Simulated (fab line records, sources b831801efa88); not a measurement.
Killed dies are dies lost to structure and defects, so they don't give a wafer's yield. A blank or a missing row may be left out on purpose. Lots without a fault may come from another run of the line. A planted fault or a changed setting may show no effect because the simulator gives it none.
Problem report in the 8D (eight disciplines) form, filled by code | flow sky130 | the parts of the form that need people (team, actions taken, sign-off) are left out

1. THE PROBLEM
SONOS_TUNNEL_TW at SKY_SONOS_TUNNEL_TW_MEAS_12 reads a mean of 172.7 on 9 wafers of 3 lots; wafers without a fault read 197.1 with a standard deviation of 1.2. That is -20 standard deviations from the usual mean.
First seen on wafer L494.1, day 12 22:42, on film_metro-04. The record holds 39 wafers of 13 lots with a number at this step. Rule for "out", or "out of limits": more than 4 standard deviations from the usual mean. The other wafers with a number count as sound.

2. WHAT IT IS AND WHAT IT IS NOT
question                    | is                           | is not
which readings at this step | SONOS_TUNNEL_TW              | -
which lots                  | L494, L495, L496             | L490, L491, L492, L493, L504, L505, L507, L508, L510, L512
which wafers of those lots  | all that have a number       | -
read on which gauges        | film_metro-01, film_metro-04 | film_metro-03
when                        | from day 12 22:42            | up to then (12 sound wafers); but 18 sound wafers of L504, L505, L507, L508, L510, L512 came after

3. SUSPECTS, AND WHAT RULES EACH OUT
Counting: a tool at a process step up to the reading stays a suspect if it ran every lot that is out and no sound lot after the first of them.
- the gauge at SKY_SONOS_TUNNEL_TW_MEAS_12: ruled out. The wafers that are out were read on 2 gauges (film_metro-01, film_metro-04).
- implanter-01 at SKY_SONOS_TUNNEL_IMPLANT_09: ruled out as a lasting fault. Sound lots L504, L508, L512 ran on it after its first lot that is out, L494 (day 12 22:16).
Left after counting: nothing in the record.

4. THE CAUSE (what the simulator had put in)
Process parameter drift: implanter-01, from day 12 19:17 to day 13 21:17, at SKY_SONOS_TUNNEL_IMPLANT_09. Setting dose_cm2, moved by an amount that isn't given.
Counting ruled it out, wrongly: the rule takes a fault to strike every lot that its tool runs from its start on, and this one did not.

5. THE CHAIN OF EFFECTS, in route order
Each row: a reading whose mean over the struck wafers that have a number lies more than 3 standard deviations from the usual. Only readings for which the record gives a usual standard deviation are gone through. hours: the time from each lot's start at the first step in this table that gives one to its start at this step, as a median over the lots. sigmas: the change in usual standard deviations.
hours | step                        | reading            | usual      | on struck wafers | change      | sigmas
0     | SKY_SONOS_TUNNEL_IMPLANT_09 | dose_ions_cm2      | 1.0001e+12 | 6.1529e+11       | -3.8481e+11 | -99 or more
0     | SKY_SONOS_TUNNEL_IMPLANT_09 | faraday_current_uA | 5.64       | 3.50             | -2.14       | -19
0     | SKY_SONOS_TUNNEL_TW_MEAS_12 | SONOS_TUNNEL_TW    | 197.1      | 172.7            | -24.4       | -20
The process steps in it:
- SKY_SONOS_TUNNEL_IMPLANT_09
Later measuring or inspecting steps at which every struck wafer that the step has a row for has a number for every such reading, and none has moved that far: SKY_LI_CONTACT_THK_MEAS_01.

6. WHAT WOULD HAVE CAUGHT IT SOONER
In this record the first reading out of limits at a measuring or inspecting step was taken at day 12 22:42, 3 hours after the fault began at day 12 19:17.
The tool's own readings at SKY_SONOS_TUNNEL_IMPLANT_09 were out on every struck wafer that the step has a row for (dose_ions_cm2, faraday_current_uA): an alarm limit on them would have fired on the first of those.
